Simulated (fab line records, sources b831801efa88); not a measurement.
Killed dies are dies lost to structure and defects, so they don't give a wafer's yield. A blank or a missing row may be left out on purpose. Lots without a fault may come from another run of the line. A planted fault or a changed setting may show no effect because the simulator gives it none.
fab line records | flow sfq_line
record lots=6 wafers=18 last_day=87
route steps=325 shown INCOMING@1 L0@3
lots that met no fault: from a run of the same line without faults
start_h: hours from the record's first day to the start of the lot's first wafer shown | wait_h: hours since the lot's step before | " the same as in the row above | L1.1+2: a row that stands for several wafers | - no value, or no start given | * or withheld: withheld | < > ~ a bound
route shown NAME@n: a module of which the file shows steps, and the number in the route of the first | usual: mean/standard deviation of fault-free wafers | same: alike in all rows | chamber/n: place in a boat | sites: the reading at each site | _std_site: their standard deviation | _edge_site: outer sites' mean less inner sites' | radius_mm: how far each site lies from the wafer's centre | mask NAME#n: copy n | behind: the tool/chamber that last shaped the wafer | hold: why the lot was held/for how many hours/how that ended | device: the transistor (n, p or np) that didn't switch | end of line: the same wafers' tests at the end of the route | a step without rows: its recipe alone | killed: dies lost to structure and defects at the first sort, not the wafer's yield | map: a wafer's dies, x killed, . not, _ none there
set.NAME: the setting as run; set.NAME@STEP: as run at that earlier step | model.NAME: the simulator's own value behind a step, which no gauge read
lots at some steps of the route; a table a step, a row a wafer
services: from which hour (start_h, from the record's first day; less than 0 if before it) a tool's chamber was out of use, for how many hours, and why
## steps
# step SFQ_INCOMING_BOW_MEAS_900
# recipe mode=bow
# usual INCOMING_BOW=0/6.5
# columns lot.wafer tool chamber start_h wait_h INCOMING_BOW[um]
L878.2 film_metro-01 - 10.02 - -4
L878.3 " - " " 6
L878.4 " - " " -9
L883.3 film_metro-04 - 35.04 - -1
L883.5 " - " " -15
L883.6 " - " " -4
L890.2 film_metro-02 - 70.02 - 2
L890.3 " - " " -5
L890.5 " - " " 0
L893.2 film_metro-01 - 85.02 - 1
L893.4 " - " " -6
L893.5 " - " " 8
L894.2 film_metro-02 - 90.02 - -8
L894.5 " - " " 3
L894.6 " - " " 4
L900.2 film_metro-02 - 120.02 - 2
L900.4 " - " " 4
L900.5 " - " " 3
# step SFQ_TRILAYER_INCOMING_OXIDATION_002
# recipe temp_c=1000 ambient=H2O target_thk_a=5000 p_h2o_torr=720 ox_time_s=4939
# usual spike_tc_bottom_C=1017.9/1.1 spike_tc_centre_C=1001.1/1.1 spike_tc_lower_C=1001.4/1.4 spike_tc_top_C=1011.3/2 spike_tc_upper_C=1000.8/1.5 tube_center_temp_C=1000/0.078 tube_center_temp_C_max=1002.5/0.38 zone_power_bottom_pct=34.0/1.5 zone_power_top_pct=43.1/1.6
# columns lot.wafer tool chamber start_h wait_h spike_tc_bottom_C spike_tc_centre_C spike_tc_lower_C spike_tc_top_C spike_tc_upper_C tube_center_temp_C tube_center_temp_C_max zone_power_bottom_pct zone_power_top_pct model.SiO2_of_TRILAYER_INCOMING_OXIDATION_002.thk_nm
L878.2 furnace-01 0 10.12 0.1 1017.0 1001.2 1002.1 1013.1 999.8 999.93 1002.6 32.4 44.9 507.7
L878.3 " 0 " " 1016.7 999.3 1002.4 1013.2 999.1 999.92 1002.8 32.5 45.0 505.3
L878.4 " 0 " " 1019.5 999.6 1003.2 1012.8 998.7 999.92 1001.9 32.8 45.0 507.5
L883.3 furnace-02 0 35.12 0.1 1017.7 1001.4 1000.2 1009.8 1002.0 999.93 1001.8 35.6 42.0 492.5
L883.5 " 0 " " 1018.3 1000.4 998.1 1010.7 1003.5 999.99 1002.2 35.7 41.6 491.2
L883.6 " 0 " " 1017.9 1000.9 1002.5 1009.9 1001.7 1000.1 1002.3 35.1 41.2 497.5
L890.2 furnace-02 0 70.12 0.1 1028.6 1012.6 1009.8 1019.4 1014.2 1010.6 1012.8 37.2 41.4 532.1
L890.3 " 0 " " 1029.7 1011.4 1009.7 1020.3 1011.5 1010.7 1013.1 36.2 42.2 535.3
L890.5 " 0 " " 1031.2 1013.2 1008.0 1020.2 1011.9 1010.5 1013.1 36.2 41.9 524.6
L893.2 furnace-02 0 85.12 0.1 1029.4 1012.9 1011.1 1018.3 1014.2 1010.7 1013.2 36.4 42.2 527.1
L893.4 " 0 " " 1028.5 1012.8 1011.3 1019.9 1015.0 1010.5 1012.8 36.2 41.5 524
L893.5 " 0 " " 1028.8 1011.4 1013.1 1020.5 1013.4 1010.8 1013.0 36.7 42.4 530
L894.2 furnace-01 0 90.12 0.1 1018.4 1002.4 1004.2 1014.4 1000.8 1000.1 1003.5 32.5 44.5 495.6
L894.5 " 0 " " 1016.1 1002.3 1002.1 1013.2 998.2 1000.1 1003.1 32.6 44.2 500.3
L894.6 " 0 " " 1019.1 1001.9 1001.7 1013.4 1000.1 1000.1 1003.6 32.5 44.9 502
L900.2 furnace-01 0 120.12 0.1 1018.0 1000.7 1003.1 1014.5 1001.3 999.95 1002.9 32.4 45.0 507.3
L900.4 " 0 " " 1019.3 999.8 1002.5 1013.4 999.8 1000.1 1002.9 32.4 43.9 499.1
L900.5 " 0 " " 1019.0 1000.7 1001.5 1014.1 1002.3 1000 1003.2 31.9 45.5 504.5
# step SFQ_TRILAYER_L0_DEP_SPUTTER_003
# recipe material=MoNx_KI base_pressure_pa=1.33e-06 target_thk_nm=40 power_w=800 time_s=100 chamber_pressure_pa=0.4
# usual throttle_valve_pct=29.8/1.3
# columns lot.wafer tool chamber start_h wait_h throttle_valve_pct
L878.2 pvd_sputter-03 - 12.49 0.0 29.3
L878.3 " - " " 29.9
L878.4 " - " " 28.6
L883.3 pvd_sputter-04 - 37.49 0.0 29.2
L883.5 " - " " 32.5
L883.6 " - " " 29.8
L890.2 pvd_sputter-06 - 72.49 0.0 30.1
L890.3 " - " " 27.2
L890.5 " - " " 29.8
L893.2 pvd_sputter-03 - 87.49 0.0 29.4
L893.4 " - " " 28.3
L893.5 " - " " 29.1
L894.2 pvd_sputter-04 - 92.49 0.0 28.9
L894.5 " - " " 31.1
L894.6 " - " " 29.1
L900.2 pvd_sputter-04 - 122.49 0.0 29.8
L900.4 " - " " 32.7
L900.5 " - " " 32.4
## services
# columns tool chamber start_h hours kind
pvd_sputter-03 - 16.73 2.4 repair
pvd_sputter-03 - 16.74 3.7 repair
furnace-01 - 39.09 5.5 pm
furnace-02 - 79.75 4.2 pm
pvd_sputter-03 - 93.17 4.7 repair
pvd_sputter-04 - 110.34 0.5 repair
## key
first_sign step=SFQ_TRILAYER_INCOMING_OXIDATION_002 reading=tube_center_temp_C direction=up sigmas=99+ usual=* struck=*
effect step=SFQ_TRILAYER_INCOMING_OXIDATION_002 reading=tube_center_temp_C_max direction=up sigmas=27 usual=* struck=*
model_effect step=SFQ_TRILAYER_INCOMING_OXIDATION_002 value=SiO2_of_TRILAYER_INCOMING_OXIDATION_002.thk_nm without=493.2 struck=528.8
met_at SFQ_TRILAYER_INCOMING_OXIDATION_002
struck_wafers L890.2,L890.3,L890.5,L893.2,L893.4,L893.5
onset_between 35.12 70.12
fault kind=process_parameter_drift tool=furnace-02 chamber=- onset_h=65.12 steps=SFQ_TRILAYER_INCOMING_OXIDATION_002 channel=temp_c offset=* shape=step end_h=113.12 stated=*
